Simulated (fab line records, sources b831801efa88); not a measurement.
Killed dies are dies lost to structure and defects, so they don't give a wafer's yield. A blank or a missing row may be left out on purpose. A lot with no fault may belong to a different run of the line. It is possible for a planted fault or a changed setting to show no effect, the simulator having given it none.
A single fault, viewed from 2 desks / flow gf180mcu / only its own numbers are on each desk; what lay behind them is given at the end

== FROM THE METROLOGY DESK ==
What the gauges read, lot by lot, whatever tool the lot ran on: means of the sampled wafers that have a number. The brackets show how far a lot's mean lies from the usual mean; more than 4 standard deviations puts the lot out of limits, marked OUT.
Columns: A = cdNm at GF_V4_CD_MEAS_14, usual 260.0 nm; B = V4_OVL at GF_V4_OVL_MEAS_15, usual 0 nm
lot=L261; first seen here=day 25 17:56; A=258.6; B=3
lot=L265; first seen here=day 26 23:42; A=260.7; B=6
lot=L268; first seen here=day 28 01:19; A=262.6; B=-10
lot=L273; first seen here=day 29 05:56; A=260.3; B=-1
lot=L274; first seen here=day 29 14:44; A=261.9; B=5
Finding of this desk: none of the 5 lots has anything out of limits.

== FOR THE TOOL OWNER'S DESK: pvdSputter-04 ==
The tool's own readings at GF_V4_SPUTTER_21 (material Ti, target thk 15 nm, time 80.02 s): means of the sampled wafers that have a number, for each lot that ran on this tool. The brackets show how far a lot's mean lies from the usual mean; more than 4 standard deviations puts the lot out of limits, marked OUT.
Columns: A = throttleValvePct at GF_V4_SPUTTER_21, usual 30.5 %
lot=L261; first seen here=day 25 18:47; A=29.8
lot=L268; first seen here=day 28 02:08; A=30.8
Finding of this desk: none of the 2 lots has anything out of limits.

== PUT TOGETHER ==
Metrology desk: nothing out of limits seen.
The desk of the tool owner found nothing out of limits.

== WHAT THE SIMULATOR HAD PUT IN ==
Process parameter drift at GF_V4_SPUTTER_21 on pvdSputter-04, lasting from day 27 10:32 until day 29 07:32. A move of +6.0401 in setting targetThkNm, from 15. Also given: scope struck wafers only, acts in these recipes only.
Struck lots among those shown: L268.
